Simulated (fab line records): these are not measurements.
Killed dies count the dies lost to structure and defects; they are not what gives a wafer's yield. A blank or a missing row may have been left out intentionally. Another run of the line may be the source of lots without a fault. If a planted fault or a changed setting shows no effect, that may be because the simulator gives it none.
Which tool is to blame? + flow gf180mcu + Sampling: 12 lots, 36 wafers, 6 of 602 route steps

## WHAT THE GAUGES READ, wafer by wafer
GF_HV_LDD_CD_MEAS_31: the cd target is 400 nm.
| lot  | measured     | on       | cdNm (nm)         |
|------|--------------|----------|-------------------|
| L466 | day 11 12:07 | cdSem-01 | 398.2 402.8 401.4 |
| L467 | day 11 23:57 | cdSem-01 | 401.2 399.3 399.0 |
| L468 | day 12 08:59 | cdSem-01 | 398.6 398.6 398.3 |
| L470 | day 12 23:05 | cdSem-01 | 400.7 399.7 399.5 |
| L474 | day 14 02:44 | cdSem-01 | 401.7 399.1 400.2 |
| L476 | day 14 20:49 | cdSem-01 | 400.4 402.1 400.8 |
| L480 | day 16 03:49 | cdSem-01 | 395.3 397.1 400.7 |
| L481 | day 16 14:23 | cdSem-02 | 400.1 400.1 400.0 |
| L485 | day 17 23:33 | cdSem-01 | 400.9 402.3 403.0 |
| L487 | day 18 09:13 | cdSem-02 | 397.1 398.5 398.5 |
| L488 | day 18 21:26 | cdSem-02 | 401.3 400.7 399.5 |
| L489 | day 19 04:06 | cdSem-01 | 399.8 396.3 398.5 |

GF_PSD_RS_MEAS_14: the measuring method here is four-point-probe.
| lot  | measured     | on           | NSD_RS (ohm/sq)                     |
|------|--------------|--------------|-------------------------------------|
| L466 | day 14 04:34 | filmMetro-01 | 45.86 45.78 45.83                   |
| L467 | day 14 17:20 | filmMetro-01 | 45.70 45.63 45.76                   |
| L468 | day 15 03:17 | filmMetro-04 | 45.72 45.83 45.78                   |
| L470 | day 15 19:17 | filmMetro-02 | 45.72 45.79 45.56                   |
| L474 | day 17 01:10 | filmMetro-04 | 40.80 40.70 40.73 40.76 40.70 40.70 |
| L476 | day 17 19:55 | filmMetro-02 | 45.66 45.80 45.72                   |
| L480 | day 19 06:28 | filmMetro-02 | 40.64 40.59 40.56 40.56 40.56 40.54 |
| L481 | day 19 18:50 | filmMetro-04 | 45.78 45.74 45.84                   |
| L485 | day 21 06:30 | filmMetro-01 | 45.74 45.83 45.83                   |
| L487 | day 21 15:55 | filmMetro-02 | 45.62 45.72 45.73                   |
| L488 | day 22 02:46 | filmMetro-01 | 45.93 45.81 45.87                   |
| L489 | day 22 09:15 | filmMetro-04 | 45.68 45.82 45.68                   |

## TOOL THAT RAN EACH LOT (tool first, then ch and the chambers of the sampled wafers, then the start)
| lot  | GF_HV_LDD_STRIP_10                  | GF_HV_LDD_STRIP_49                  | GF_NSD_IMPLANT_10               | GF_NSD_STRIP_11                     |
|------|-------------------------------------|-------------------------------------|---------------------------------|-------------------------------------|
| L466 | plasmaAsher-02 ch 0,1, day 9 23:53  | plasmaAsher-02 ch 0,1, day 12 08:32 | implanter-03 ch 0, day 13 07:19 | plasmaAsher-03 ch 0,1, day 13 07:28 |
| L467 | plasmaAsher-04 ch 0, day 10 11:31   | plasmaAsher-02 ch 1, day 12 20:34   | implanter-03 ch 0, day 13 19:52 | plasmaAsher-04 ch 0,1, day 13 19:59 |
| L468 | plasmaAsher-04 ch 0,1, day 10 18:49 | plasmaAsher-04 ch 0,1, day 13 05:22 | implanter-01 ch 0, day 14 05:19 | plasmaAsher-04 ch 0,1, day 14 05:26 |
| L470 | plasmaAsher-04 ch 0,1, day 11 08:46 | plasmaAsher-01 ch 0,1, day 13 20:28 | implanter-01 ch 0, day 14 20:46 | plasmaAsher-03 ch 0,1, day 14 20:53 |
| L474 | plasmaAsher-04 ch 0,1, day 12 10:41 | plasmaAsher-01 ch 0,1, day 15 00:55 | implanter-03 ch 0, day 16 02:10 | plasmaAsher-03 ch 0,1, day 16 02:38 |
| L476 | plasmaAsher-04 ch 0,1, day 13 03:17 | plasmaAsher-02 ch 0,1, day 15 19:40 | implanter-03 ch 0, day 16 20:56 | plasmaAsher-03 ch 0,1, day 16 21:05 |
| L480 | plasmaAsher-02 ch 0,1, day 14 07:29 | plasmaAsher-04 ch 0,1, day 17 02:38 | implanter-03 ch 0, day 18 05:22 | plasmaAsher-01 ch 0,1, day 18 05:50 |
| L481 | plasmaAsher-01 ch 1, day 14 17:19   | plasmaAsher-04 ch 1, day 17 13:13   | implanter-03 ch 0, day 18 18:00 | plasmaAsher-04 ch 0,1, day 18 18:07 |
| L485 | plasmaAsher-02 ch 0,1, day 16 02:10 | plasmaAsher-01 ch 0,1, day 19 00:24 | implanter-03 ch 0, day 20 06:17 | plasmaAsher-04 ch 0,1, day 20 06:25 |
| L487 | plasmaAsher-04 ch 0,1, day 16 10:48 | plasmaAsher-02 ch 0,1, day 19 09:57 | implanter-01 ch 0, day 20 15:25 | plasmaAsher-01 ch 0,1, day 20 15:34 |
| L488 | plasmaAsher-04 ch 0,1, day 16 22:37 | plasmaAsher-01 ch 0,1, day 19 22:37 | implanter-04 ch 0, day 21 02:49 | plasmaAsher-03 ch 0,1, day 21 02:58 |
| L489 | plasmaAsher-02 ch 0,1, day 17 05:03 | plasmaAsher-02 ch 0,1, day 20 05:45 | implanter-04 ch 0, day 21 09:10 | plasmaAsher-01 ch 0,1, day 21 09:18 |
- GF_HV_LDD_STRIP_10: strips in O2/N2.
- GF_HV_LDD_STRIP_49: strips in O2/N2.
- GF_NSD_IMPLANT_10
- GF_NSD_STRIP_11: strips in O2/N2.

## WHAT THE TOOLS THEMSELVES READ (means of the sampled wafers that have a number; where no wafer has one, the mark that the record gives instead)
GF_HV_LDD_STRIP_10.
| lot  | tool           | drypumpMotorCurrentA (A) | heaterPowerW (W) | oesProductAu (a.u.) | stripTimeToEndpointS (s) |
|------|----------------|--------------------------|------------------|---------------------|--------------------------|
| L466 | plasmaAsher-02 | 5.89                     | 390              | 0.713               | 12.63                    |
| L467 | plasmaAsher-04 | 5.45                     | 366              | 0.719               | 12.62                    |
| L468 | plasmaAsher-04 | 5.52                     | 367              | 0.718               | 12.62                    |
| L470 | plasmaAsher-04 | 5.52                     | 371              | 0.711               | 12.72                    |
| L474 | plasmaAsher-04 | 5.52                     | 371              | 0.717               | 12.66                    |
| L476 | plasmaAsher-04 | 5.50                     | 373              | 0.717               | 12.64                    |
| L480 | plasmaAsher-02 | 5.83                     | 389              | 0.713               | 12.66                    |
| L481 | plasmaAsher-01 | 6.30                     | 317              | 0.715               | 12.66                    |
| L485 | plasmaAsher-02 | 5.83                     | 388              | 0.720               | 12.61                    |
| L487 | plasmaAsher-04 | 5.51                     | 366              | 0.722               | 12.61                    |
| L488 | plasmaAsher-04 | 5.51                     | 370              | 0.720               | 12.66                    |
| L489 | plasmaAsher-02 | 5.88                     | 386              | 0.716               | 12.59                    |

GF_HV_LDD_STRIP_49.
| lot  | tool           | drypumpMotorCurrentA (A) | heaterPowerW (W) | oesProductAu (a.u.) | stripTimeToEndpointS (s) |
|------|----------------|--------------------------|------------------|---------------------|--------------------------|
| L466 | plasmaAsher-02 | 5.9                      | 386              | 0.713               | 12.53                    |
| L467 | plasmaAsher-02 | 6.0                      | 385              | 0.720               | 12.54                    |
| L468 | plasmaAsher-04 | 5.5                      | 367              | 0.718               | 12.48                    |
| L470 | plasmaAsher-01 | 5.5                      | 334              | 0.717               | 12.50                    |
| L474 | plasmaAsher-01 | 5.6                      | 338              | 0.715               | 12.56                    |
| L476 | plasmaAsher-02 | 5.8                      | 383              | 0.717               | 12.54                    |
| L480 | plasmaAsher-04 | 5.5                      | 372              | 0.718               | 12.54                    |
| L481 | plasmaAsher-04 | 5.5                      | 370              | 0.717               | 12.51                    |
| L485 | plasmaAsher-01 | 5.5                      | 332              | 0.718               | 12.58                    |
| L487 | plasmaAsher-02 | 5.8                      | 387              | 0.716               | 12.60                    |
| L488 | plasmaAsher-01 | 5.9                      | 324              | 0.719               | 12.58                    |
| L489 | plasmaAsher-02 | 5.8                      | 392              | 0.710               | 12.50                    |

GF_NSD_STRIP_11.
| lot  | tool           | drypumpMotorCurrentA (A) | heaterPowerW (W) | oesProductAu (a.u.) | stripTimeToEndpointS (s) |
|------|----------------|--------------------------|------------------|---------------------|--------------------------|
| L466 | plasmaAsher-03 | 5.9                      | 309              | 0.485               | 23.11                    |
| L467 | plasmaAsher-04 | 5.6                      | 372              | 0.482               | 23.18                    |
| L468 | plasmaAsher-04 | 5.5                      | 374              | 0.485               | 23.11                    |
| L470 | plasmaAsher-03 | 6.2                      | 306              | 0.485               | 23.15                    |
| L474 | plasmaAsher-03 | 5.9                      | 313              | 0.482               | 23.57                    |
| L476 | plasmaAsher-03 | 5.9                      | 311              | 0.484               | 23.14                    |
| L480 | plasmaAsher-01 | 5.9                      | 325              | 0.484               | 23.65                    |
| L481 | plasmaAsher-04 | 5.5                      | 369              | 0.487               | 23.09                    |
| L485 | plasmaAsher-04 | 5.5                      | 373              | 0.487               | 23.12                    |
| L487 | plasmaAsher-01 | 5.9                      | 326              | 0.482               | 23.14                    |
| L488 | plasmaAsher-03 | 6.2                      | 325              | 0.487               | 23.12                    |
| L489 | plasmaAsher-01 | 5.9                      | 324              | 0.487               | 23.12                    |

## THE ANSWER, worked out from the rows above alone
Rule: the lots themselves supply what counts as usual. The widest of any qualifying gaps counts: lots, ordered by their means at a reading, are off when they make up no more than a third of the lots, leave a main group of 4 or more, and stand apart from it by 3 or more times the standard deviation of that group's means. The tables above print the reading to a certain number of digits; a main group whose means all agree to those digits is not used. A lot without any number at a reading at which 4 lots or more have one is off too. The other lots that the step has rows for count as sound. After the gauges, taken in route order, come the tools' own readings; for these a lot's mean is taken, as printed above. The first step at which some lot is off is used, and at that step the reading that is off furthest; a lot without a number counts as furthest.
Off: L474, L480, at GF_PSD_RS_MEAS_14 (NSD_RS). Main group: mean 45.76 ohm/sq, sd 0.059.
A tool fits if, at a process step before that reading, it ran every lot that is off, and no sound lot after the first of them. The gauges at GF_PSD_RS_MEAS_14 aren't tried: what is off there is off at GF_NSD_STRIP_11 too, on other tools, and a gauge's error can't cause that. No candidate that was tried fits.

## WHAT THE SIMULATOR PUT IN
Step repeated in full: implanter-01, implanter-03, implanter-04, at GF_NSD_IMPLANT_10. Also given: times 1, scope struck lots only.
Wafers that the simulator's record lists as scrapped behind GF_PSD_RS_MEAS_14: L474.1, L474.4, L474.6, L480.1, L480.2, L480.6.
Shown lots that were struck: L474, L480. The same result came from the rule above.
